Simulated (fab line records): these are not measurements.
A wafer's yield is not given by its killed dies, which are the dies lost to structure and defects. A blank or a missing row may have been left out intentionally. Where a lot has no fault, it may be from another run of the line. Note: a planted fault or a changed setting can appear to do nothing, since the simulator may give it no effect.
Which tool did it? ; flow sky130 ; 12 lots with 36 wafers sampled at 6 steps, on a route of 708 steps

== WHAT EACH GAUGE READ, for each wafer ==
SKY_FIELD_ISO_THK_MEAS_02. Usual: FIELD_ISO_OXIDATION_00_THK typically reads 11.98 nm, with standard deviation 0.22.
lot;measured;on;FIELD_ISO_OXIDATION_00_THK (nm);flag
L627;day 1 23:45;film-metro-02;12.28 12.06 12.14;
L628;day 2 12:21;film-metro-04;11.96 12.07 12.02;
L629;day 2 12:22;film-metro-02;12.14 12.10 11.91;
L631;day 2 19:14;film-metro-03;11.72 11.82 11.78;
L632;day 3 00:11;film-metro-03;12.36 12.28 12.21;
L635;day 3 13:38;film-metro-03;12.19 12.22 12.24;
L637;day 4 01:14;film-metro-03;12.25 12.15 12.24;
L638;day 4 04:38;film-metro-04;12.22 12.16 12.21;
L640;day 4 15:26;film-metro-04;11.87 11.73 11.56;
L642;day 5 00:38;film-metro-03;11.85 11.88 11.84;
L647;day 6 02:37;film-metro-02;11.98 11.87 11.89;
L648;day 6 07:03;film-metro-04;11.76 12.02 11.82;

SKY_NWELL_TW_MEAS_15. Usual: NWELL_TW typically reads 1821, with standard deviation 13.
lot;measured;on;NWELL_TW;flag
L627;day 5 07:57;film-metro-03;1820 1815 1827;
L628;day 5 16:59;film-metro-03;1812 1811 1823;
L629;day 5 17:20;film-metro-03;1812 1815 1818;
L631;day 6 06:26;film-metro-03;1803 1805 1809;
L632;day 6 07:17;film-metro-03;1819 1808 1813;
L635;day 7 03:32;film-metro-04;1832 1823 1826;
L637;day 7 13:13;film-metro-04;1824 1825 1834;
L638;day 7 22:02;film-metro-01;1835 1832 1837;
L640;day 8 07:24;film-metro-04;1807 1813 1810;
L642;day 8 16:14;film-metro-03;1819 1824 1817;
L647;day 10 04:22;film-metro-03;1676 1834 1822 1672 1828 1828;OFF
L648;day 10 10:06;film-metro-03;1818 1673 1675 1822 1670 1673;OFF

SKY_NWELL_TW_MEAS_26. Usual: NWELL_2_TW typically reads 498, with standard deviation 3.3.
lot;measured;on;NWELL_2_TW;flag
L627;day 6 01:55;film-metro-01;505 501 500;
L628;day 6 11:29;film-metro-03;493 491 496;
L629;day 6 12:36;film-metro-03;493 493 494;
L631;day 7 01:35;film-metro-03;494 495 493;
L632;day 7 02:53;film-metro-04;497 497 495;
L635;day 7 23:26;film-metro-01;499 497 500;
L637;day 8 09:39;film-metro-01;499 501 501;
L638;day 8 19:19;film-metro-03;498 495 498;
L640;day 9 05:02;film-metro-04;497 496 496;
L642;day 9 13:38;film-metro-03;495 493 494;
L647;day 11 03:25;film-metro-04;499 498 498;
L648;day 11 08:45;film-metro-04;498 498 497;

SKY_NWELL_RS_MEAS_29: the measuring method here is four-point-probe. Usual: NWELL_RS typically reads 624.6 ohm/sq, with standard deviation 1.9.
lot;measured;on;NWELL_RS (ohm/sq);flag
L627;day 6 02:09;film-metro-04;626.3 622.9 623.7;
L628;day 6 11:42;film-metro-01;625.0 627.6 625.4;
L629;day 6 12:49;film-metro-03;626.7 626.7 627.0;
L631;day 7 01:48;film-metro-01;624.3 624.2 623.8;
L632;day 7 03:06;film-metro-01;622.6 623.1 623.4;
L635;day 7 23:40;film-metro-04;626.2 624.9 625.8;
L637;day 8 09:53;film-metro-04;623.0 623.8 623.1;
L638;day 8 19:35;film-metro-04;624.6 625.7 624.9;
L640;day 9 05:14;film-metro-04;628.5 627.3 628.3;
L642;day 9 13:51;film-metro-03;623.0 624.3 626.3;
L647;day 11 03:46;film-metro-04;718.3 621.6 621.8 719.9 624.6 624.1;OFF
L648;day 11 09:04;film-metro-04;625.0 724.2 720.3 623.5 723.9 722.1;OFF

SKY_SONOS_TUNNEL_TW_MEAS_12. Usual: SONOS_TUNNEL_TW typically reads 196.6, with standard deviation 2.2.
lot;measured;on;SONOS_TUNNEL_TW;flag
L627;day 12 09:12;film-metro-01;199.2 199.8 199.8;
L628;day 12 23:19;film-metro-02;193.1 192.3 194.0;
L629;day 12 23:56;film-metro-04;196.2 196.2 197.1;
L631;day 13 15:24;film-metro-02;194.9 194.1 194.6;
L632;day 13 18:13;film-metro-04;198.0 198.0 198.0;
L635;day 14 21:17;film-metro-01;199.8 199.0 199.6;
L637;day 15 12:02;film-metro-02;194.6 194.3 194.3;
L638;day 16 00:06;film-metro-01;197.0 197.3 197.7;
L640;day 16 13:52;film-metro-04;197.8 197.4 197.7;
L642;day 16 23:05;film-metro-02;194.1 194.8 194.1;
L647;day 19 02:27;film-metro-01;199.4 198.4 199.0;
L648;day 19 07:42;film-metro-04;196.8 198.6 198.2;

== WHAT TOOL EACH LOT RAN ON (gives the tool, then ch and the chambers of the sampled wafers, and finally the start) ==
lot;SKY_NWELL_IMPLANT_11
L627;implanter-02 ch 0, day 5 07:25
L628;implanter-01 ch 0, day 5 16:26
L629;implanter-02 ch 0, day 5 16:49
L631;implanter-02 ch 0, day 6 05:53
L632;implanter-04 ch 0, day 6 06:44
L635;implanter-04 ch 0, day 7 02:59
L637;implanter-02 ch 0, day 7 12:42
L638;implanter-04 ch 0, day 7 21:31
L640;implanter-01 ch 0, day 8 06:51
L642;implanter-01 ch 0, day 8 15:41
L647;implanter-02 ch 0, day 10 03:52
L648;implanter-02 ch 0, day 10 09:33
- SKY_NWELL_IMPLANT_11

== AS READ BY THE TOOLS THEMSELVES (means over the sampled wafers that have a number; for cases with no such wafer, the mark the record gives instead) ==
The record holds no such reading with a usual standard deviation.

== THE ANSWER, worked out from the rows above alone ==
Rule: a lot is off if the mean of its wafers that have a number lies more than 3 standard deviations from the usual mean. A lot without any number at a reading at which 4 lots or more have one is off too. All remaining lots with rows at the step are treated as sound. Order of review: gauges by route order, followed by the tools' own readings, for which a lot's mean as printed above is used. At the first step where some lot is off, the reading lying furthest off is the one used; lots without a number count as furthest.
Off: at SKY_NWELL_TW_MEAS_15 (NWELL_TW), L647, L648.
If a tool, at a process step before that reading, ran all the lots that are off and no sound lot after the first of them, it fits. Not tried: the gauges at SKY_NWELL_TW_MEAS_15; whatever is off there is also off at SKY_NWELL_RS_MEAS_29, on other tools, and gauge error can't account for it. One candidate fits, namely implanter-02 at SKY_NWELL_IMPLANT_11. Its last sound lot is L637 (day 7 12:42), its first lot that is off L647 (day 10 03:52): a fault that began between those two fits.

== WHAT THE SIMULATOR PUT IN ==
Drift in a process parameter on implanter-02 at SKY_NWELL_IMPLANT_11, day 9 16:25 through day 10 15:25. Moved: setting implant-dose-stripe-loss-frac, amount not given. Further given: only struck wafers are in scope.
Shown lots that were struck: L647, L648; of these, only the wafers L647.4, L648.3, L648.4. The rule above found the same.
